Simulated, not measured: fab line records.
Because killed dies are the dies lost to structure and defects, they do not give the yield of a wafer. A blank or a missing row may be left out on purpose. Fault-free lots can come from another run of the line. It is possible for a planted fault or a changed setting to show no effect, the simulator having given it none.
Matching of chambers | flow sky130 | SKY_LI_CONTACT_CMP_24 on cmp-01 has 4 sister chambers
The step polishes, stops on PSG, t overpolish 20 s, target thk 0 nm. 8 wafers are shown with their chamber, then 8 later ones without.

WAFERS WITH THEIR CHAMBER
wafer  | chamber | motor_current_A (A) | time_to_endpoint_s (s)
L091.2 | 1       | 10.3                | 90
L091.3 | 0       | 10.9                | 95
L091.5 | 2       | 10.6                | 99
L091.6 | 3       | 11.8                | 91
L094.1 | 0       | 10.8                | 93
L094.2 | 2       | 10.5                | 95
L094.3 | 3       | 10.7                | 87
L094.4 | 1       | 10.2                | 95

WAFERS MISSING THEIR CHAMBER
wafer  | motor_current_A (A) | time_to_endpoint_s (s)
L094.5 | 10.4                | 94
L094.6 | 10.7                | 98
L095.1 | 10.3                | 97
L095.2 | 10.9                | 96
L095.3 | 11.6                | 92
L095.4 | 10.4                | 93
L095.5 | 10.4                | 94
L095.6 | 10.6                | 92

WHICH CHAMBER EACH ONE RAN IN
wafer  | from the rows above               | in truth
L094.5 | can't be placed: 1 or 0 or 2      | 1
L094.6 | can't be placed: 2 or 0 or 1      | 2
L095.1 | can't be placed: 2 or 1 or 0      | 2
L095.2 | can't be placed: 0 or 2 or 1 or 3 | 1
L095.3 | can't be placed: 3 or 0 or 2      | 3
L095.4 | can't be placed: 1 or 0 or 2      | 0
L095.5 | can't be placed: 1 or 0 or 2      | 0
L095.6 | can't be placed: 1 or 0 or 2 or 3 | 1
Correctly placed: 0 of 8. Not placeable from these rows: 8 (in 8, the candidates include the true chamber). Wrongly placed: 0.
How it was worked out, from the rows above alone: a wafer's distance from a chamber is the root of the sum, over the readings, of the square of ((its reading less the chamber's mean) divided by the reading's scatter). The wafer belongs to the nearest chamber; if the next one is less than 2 further off, it can't be placed. The mean given for a chamber averages the wafers shown for that chamber. The scatter: the root of (the sum of the squares of (reading less its chamber's mean) over the shown wafers, divided by (wafers less chambers)).
